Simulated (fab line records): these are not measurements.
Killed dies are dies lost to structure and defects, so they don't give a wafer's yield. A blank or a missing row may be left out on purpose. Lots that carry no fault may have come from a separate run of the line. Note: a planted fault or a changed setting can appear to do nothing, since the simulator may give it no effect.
Code-filled problem report in 8D (eight disciplines) form || flow sky130 || the parts of the form that need people (team, actions taken, sign-off) are left out

== 1. PROBLEM STATEMENT ==
VIA2_HDPCVD_THK at SKY_VIA2_THK_MEAS_01 reads a mean of 1607 nm on 6 wafers of 2 lots; wafers without a fault read 1176 nm with a standard deviation of 12. That puts it +36 standard deviations away from the usual mean.
First observed at day 40 23:17: wafer L351.4, on film_metro-01. The record holds 36 wafers of 12 lots with a number at this step. Rule for "out", or "out of limits": more than 4 standard deviations from the usual mean. All remaining wafers that have a number are taken as sound.

== 2. WHAT IT IS AND WHAT IT IS NOT ==
{"question": "which readings at this step", "is": "VIA2_HDPCVD_THK", "is not": "-"}
{"question": "which lots", "is": "L351, L352", "is not": "L333, L334, L335, L337, L340, L342, L344, L345, L348, L350"}
{"question": "which wafers of those lots", "is": "all that have a number", "is not": "-"}
{"question": "read on which gauges", "is": "film_metro-01, film_metro-02", "is not": "film_metro-03"}
{"question": "when", "is": "from day 40 23:17", "is not": "up to then (30 sound wafers)"}

== 3. SUSPECTS, AND WHAT RULES EACH OUT ==
Counting: a tool at any process step up to the reading remains a suspect when it ran all the lots that are out and ran no sound lot after the first of those.
- the gauge at SKY_VIA2_THK_MEAS_01: ruled out. 2 gauges (film_metro-01, film_metro-02) read the wafers that are out.
- hdpcvd-01 at SKY_VIA2_HDPCVD_00 (deposits SiO2, target thk 1180 nm, time 196.7 s): kept. It ran every lot that is out, first L351 (day 40 23:11), and no sound lot after that; its last sound lot up to then is L350 (day 40 22:25).
The count leaves hdpcvd-01 at SKY_VIA2_HDPCVD_00.

== 4. THE CAUSE (what the simulator had put in) ==
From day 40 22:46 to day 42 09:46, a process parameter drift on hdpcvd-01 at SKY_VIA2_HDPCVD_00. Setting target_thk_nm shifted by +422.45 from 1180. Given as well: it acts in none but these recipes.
The count eliminated every tool but this one.

== 5. THE EFFECT CHAIN, in route order ==
Each row: a reading whose mean over the struck wafers that have a number lies more than 3 standard deviations from the usual. Only readings whose record carries a usual standard deviation are examined. hours: median over the lots of the time between each lot's start at the first step of this table that gives one and its start at this step. sigmas: the change, counted in usual standard deviations.
{"hours": 0, "step": "SKY_VIA2_THK_MEAS_01", "reading": "VIA2_HDPCVD_THK", "usual": "1176 nm", "on struck wafers": 1607, "change": "+431", "sigmas": "+36"}

== 6. HOW IT WOULD HAVE BEEN CAUGHT EARLIER ==
In this record the first reading out of limits at a measuring or inspecting step was taken at day 40 23:17, 1 hour after the fault began at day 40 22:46.
An alarm limit of 4 standard deviations would not have fired on the tool readings at SKY_VIA2_HDPCVD_00 for which the record gives a usual standard deviation, since none of them was out on any struck wafer.
L352, from the lots that are out (2), started SKY_VIA2_HDPCVD_00 on hdpcvd-01 later than day 40 23:17. A hold on the tool at that time would have spared it.
